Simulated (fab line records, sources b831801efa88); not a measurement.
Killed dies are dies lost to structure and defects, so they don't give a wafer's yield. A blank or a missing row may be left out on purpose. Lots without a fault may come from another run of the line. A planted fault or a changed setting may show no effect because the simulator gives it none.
A struck lot beside a sound one | flow gf180mcu | 14 steps out of a route of 602
Sound: wafers L779.1, L779.2, L779.3. Struck: wafers L775.2, L775.4, L775.5. The cause comes at the end.
At each step with rows: each side's tool, then ch and its chambers, then its first start. Under that, the readings that differ: sound wafers | struck wafers | difference of the means | sigmas: that difference in standard deviations of wafers without a fault.
alike: readings whose means differ by less than 2 such deviations, and words and numbers that are the same on both sides. not compared: withheld readings, readings that some wafer has no value for, bounds like >300 that may hide the same value, and numbers for which the record gives no deviation and whose values overlap.
The two part at a step that has a row with sigmas, a row that says differs or no value, or rows on one side only. Numbers that don't overlap but have no deviation are shown without sigmas and don't part them. A reading that every wafer of one side lacks parts them only if that side has two wafers or more.

first, 4 steps without rows for these wafers: GF_VT_IMPLANT_SOFTBAKE_25 (time 60 s); GF_VT_IMPLANT_EXPOSE_26 (exposes mask LVPWELL HV AREA, target cd 860 nm); GF_VT_IMPLANT_PEB_27; GF_VT_IMPLANT_DEVELOP_28 (develop time 60 s).
GF_VT_IMPLANT_OVL_MEAS_29:
  sound on overlay-02, day 12 12:39; struck on overlay-02, day 11 12:18
  alike: VT_IMPLANT_02_OVL
then, 1 step without rows for these wafers: GF_VT_IMPLANT_IMPLANT_30.
GF_VT_IMPLANT_STRIP_31: strips in O2/N2.
  sound on plasma_asher-04 ch 0,1, day 12 12:50; struck on plasma_asher-01 ch 0,1, day 11 12:32
  alike: drypump_motor_current_A, heater_power_w, o2_flow_sccm, oes_product_au, strip_time_to_endpoint_s
  not compared: rf_hours_counter_h
GF_VT_IMPLANT_TW_MEAS_32:
  sound on film_metro-02, day 12 12:56; struck on film_metro-02, day 11 12:38
  alike: VT_IMPLANT_3_TW
then, 4 steps without rows for these wafers: GF_VT_IMPLANT_DEHYDRATE_33 (time 60 s); GF_VT_IMPLANT_HMDS_34 (prime time 60 s); GF_VT_IMPLANT_COAT_35 (resist thk 1000 nm); GF_VT_IMPLANT_SOFTBAKE_36 (time 60 s).
GF_VT_IMPLANT_EXPOSE_37: exposes mask Nwell HV AREA, target cd 860 nm.
  sound on iline_stepper-02 ch 0, day 12 22:36; struck on iline_stepper-01, day 11 22:05
  no value came back on the struck wafers for exposure_dose_mJ_cm2, focus_offset_nm (nm); on the sound wafers exposure_dose_mJ_cm2 reads 139.86 140.30 139.99
  reading                            | sound                   | struck                  | difference | sigmas
  model.VT_IMPLANT.overlay_x_nm (nm) | -0.4143 -0.4143 -0.4143 | -0.2927 -0.2927 -0.2927 | +0.1216    |
  alike: mask
then, 1 step without rows for these wafers: GF_VT_IMPLANT_PEB_38.

WHERE THEY PART
Only at GF_VT_IMPLANT_EXPOSE_37, within this record.

WHY: what the simulator had put in
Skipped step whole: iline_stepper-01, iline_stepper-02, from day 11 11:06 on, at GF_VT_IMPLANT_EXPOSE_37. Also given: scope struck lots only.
